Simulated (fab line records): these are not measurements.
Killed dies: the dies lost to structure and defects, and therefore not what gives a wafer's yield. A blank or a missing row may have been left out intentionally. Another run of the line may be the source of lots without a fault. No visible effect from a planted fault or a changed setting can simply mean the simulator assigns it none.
The same fault as seen by 2 desks -- flow sky130 -- every desk sees just its own numbers, and what lay behind them comes last

## FROM THE METROLOGY DESK
Lot by lot, what the gauges showed, no matter which tool ran the lot: averages of those sampled wafers that carry a number. The brackets show how far a lot's mean lies from the usual mean; more than 4 standard deviations puts the lot out of limits, marked OUT.
Columns: A = FIELD_ISO_CVD_03_THK at SKY_FIELD_ISO_THK_MEAS_04, usual 165.3 nm; B = GATE_OXIDE_TW at SKY_GATE_OXIDE_TW_MEAS_14, usual 225.2
lot,first seen here,A,B
L434,day 1 13:29,166.7,227.1
L435,day 1 18:53,169.0,225.9
L436,day 2 00:17,164.9,223.1
L437,day 2 04:51,164.4,222.3
L438,day 2 10:13,165.0,224.6
L439,day 2 15:41,165.5,224.6
L441,day 3 01:40,165.8,225.6
L442,day 3 05:31,164.8,226.0
L444,day 3 16:34,165.5,226.5
L445,day 3 20:58,166.5,224.1
L446,day 4 02:11,167.5,226.8
L454,day 5 20:07,166.2,225.6
L456,day 6 04:11,162.9,224.2
Result from this desk: across the 13 lots, nothing is out of limits.

## THE TOOL OWNER'S DESK: plasma_asher-03
The tool's own readings at SKY_PWDE_STRIP_09 (strips in O2/N2): means of the sampled wafers that have a number, for each lot that ran on this tool. The brackets show how far a lot's mean lies from the usual mean; more than 4 standard deviations puts the lot out of limits, marked OUT.
Columns: A = drypump_motor_current_A at SKY_PWDE_STRIP_09, usual 5.4 A; B = oes_product_au at SKY_PWDE_STRIP_09, usual 0.723 a.u.; C = strip_time_to_endpoint_s at SKY_PWDE_STRIP_09, usual 36.95 s
lot,first seen here,A,B,C
L434,day 3 17:18,5.5,0.722,36.87
L435,day 4 04:07,5.3,0.722,36.94
L436,day 4 09:44,5.3,0.726,37.03
L437,day 4 11:15,5.5,0.720,36.96
L442,day 5 14:01,5.3,0.726,36.97
L454,day 8 14:23,5.5,0.969 (+53) OUT,-
This desk finds L454 out of limits, L454 being first, at day 8 14:23 (oes_product_au at SKY_PWDE_STRIP_09). Within limits: L434, L435, L436, L437, L442.

## BROUGHT TOGETHER
On L454, at day 8 14:23, an alarm was possible from the tool owner's desk.
The metrology desk saw nothing out of limits.
The metrology desk has L454 on record, within its limits.
The lots listed all ran SKY_PWDE_STRIP_09 on plasma_asher-03.

## WHAT WAS PUT IN BY THE SIMULATOR
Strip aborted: plasma_asher-03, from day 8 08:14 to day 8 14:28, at SKY_PWDE_STRIP_09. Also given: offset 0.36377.
Shown lots that were struck: L454.
Delay in hours, fault start to first out-of-limits reading, by desk: the tool owner's desk at 6.
